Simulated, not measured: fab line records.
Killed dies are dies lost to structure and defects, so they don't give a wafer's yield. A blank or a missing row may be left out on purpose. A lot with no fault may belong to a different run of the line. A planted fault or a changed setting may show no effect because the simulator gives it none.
Comparing a struck lot with a sound one / flow sky130 / 18 steps out of a route of 708
Sound: these wafers, L952.2, L952.3, L952.5. Struck: wafers L957.2, L957.4, L957.6. Last of all comes the cause.
Order at every step that has rows: each side's tool, ch and its chambers, its first start. Under that, the readings that differ: sound wafers / struck wafers / difference of the means / sigmas: that difference in standard deviations of wafers without a fault.
alike: same words and numbers on both sides, and readings whose means sit less than 2 such deviations apart. not compared: any withheld reading, any reading some wafer has no value for, any bound like >300 that may hide the same value, and any number with overlapping values for which the record gives no deviation.
Wherever a step has rows on one side only, a row that says differs or no value, or a row with sigmas, the two part there. Non-overlapping numbers with no deviation appear without sigmas and do not part them. Lack of a reading on every wafer of one side parts them only where that side has two or more wafers.

first, 3 steps without rows for these wafers: SKY_VIA1_EXPOSE_09 (exposes mask VIM, target cd 150 nm); SKY_VIA1_PEB_10; SKY_VIA1_DEVELOP_11 (develop time 60 s).
SKY_VIA1_CD_MEAS_12: the cd target is 150 nm.
  sound on cd sem-01 at day 36 05:20; struck on cd sem-02 at day 37 16:26
  alike: cd nm
SKY_VIA1_OVL_MEAS_13:
  sound on overlay-02 at day 36 05:26; struck on overlay-01 at day 37 16:32
  alike: VIA1_OVL
SKY_VIA1_ETCH_14: etches BARC in N2/H2, stops on SiO2, time 45.9 s, target depth 60 nm.
  sound on rie diel-01 ch 0,3, day 36 05:28; struck on rie diel-02 ch 2,3, day 37 16:34
  alike: chamber pressure mTorr, drypump motor current A, oes product au, throttle valve pct
  not compared: rf hours counter h
SKY_VIA1_ETCH_15: etches SiO2 in C4F8/O2/Ar, stops on TiN, target depth 351 nm, time 54 s.
  sound on rie diel-01 ch 0,3, day 36 05:31; struck on rie diel-02 ch 2,3, day 37 16:37
  alike: chamber pressure mTorr, oes product au
  not compared: rf hours counter h
SKY_VIA1_STRIP_16: strips in O2/N2.
  sound on plasma asher-03 ch 0,1, day 36 05:33; struck on plasma asher-03 ch 1, day 37 16:39
  alike: chamber pressure mTorr, drypump motor current A, oes product au, strip time to endpoint s
  not compared: rf hours counter h
then, 3 steps without rows for these wafers: SKY_VIA1_STRIP_17 (strips in post etch residue remover, time 1200 s); SKY_VIA1_CLEAN_18 (cleans in IPA, time 180 s); SKY_VIA1_CLEAN_19 (cleans in O3/DIW).
SKY_VIA1_SPUTTER_20: material TiN, target thk 20 nm, time 80 s.
  sound on pvd sputter-04 at day 36 06:08; struck on pvd sputter-01 at day 37 17:15
  alike: throttle valve pct
SKY_VIA1_CVD_21: deposits W, target thk 270 nm, time 80.902 s.
  sound on cvd w-02 ch 0,1, day 36 06:12; struck on cvd w-02 ch 0,1, day 37 17:19
reading=chamber pressure Torr (Torr); sound=40.09 40.10 40.05; struck=53.19 53.16 53.19; difference=+13.10; sigmas=+99 or more
reading=model.W_of_VIA1_CVD_21.thk nm (nm); sound=265.6 269.6 265.8; struck=312.2 317.9 314.6; difference=+47.9; sigmas=
  alike: heater power w
SKY_VIA1_RS_MEAS_22: a four-point-probe measurement.
  sound on film metro-01 at day 36 06:19; struck on film metro-01 at day 37 17:25
reading=VIA1_W_RS (ohm/sq); sound=0.434 0.426 0.433; struck=0.368 0.361 0.365; difference=-0.066; sigmas=-16
SKY_VIA1_THK_MEAS_23: measures by xrf.
  sound on film metro-01 at day 36 06:26; struck on film metro-01 at day 37 17:32
reading=VIA1_W_THK (nm); sound=261.4 266.9 262.5; struck=305.8 313.8 308.5; difference=+45.8; sigmas=+15
SKY_VIA1_CMP_24: polishes, stops on SiO2, t overpolish 15 s, target thk 0 nm.
  sound on cmp-01 ch 1,3, day 36 06:32; struck on cmp-01 ch 0,2, day 37 17:38
reading=time to endpoint s (s); sound=68.5 69.3 68.1; struck=78.3 76.3 72.4; difference=+7.0; sigmas=+3
  alike: motor current A
SKY_METAL2_SPUTTER_00: material Ti, target thk 15 nm, time 10 s.
  sound on pvd sputter-02 at day 36 06:47; struck on pvd sputter-02 at day 37 17:53
  alike: throttle valve pct
then, 1 step without rows for these wafers: SKY_PAD_OPEN_PROBE_99.

== WHERE THEY PART ==
Last at SKY_VIA1_CMP_24 as far as this record goes, first at SKY_VIA1_CVD_21. Later steps at which nothing parts them and some readings are alike: SKY_METAL2_SPUTTER_00.

WHY: whatever the simulator had introduced
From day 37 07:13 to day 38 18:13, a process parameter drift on cvd w-02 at SKY_VIA1_CVD_21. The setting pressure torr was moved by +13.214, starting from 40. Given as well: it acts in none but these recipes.
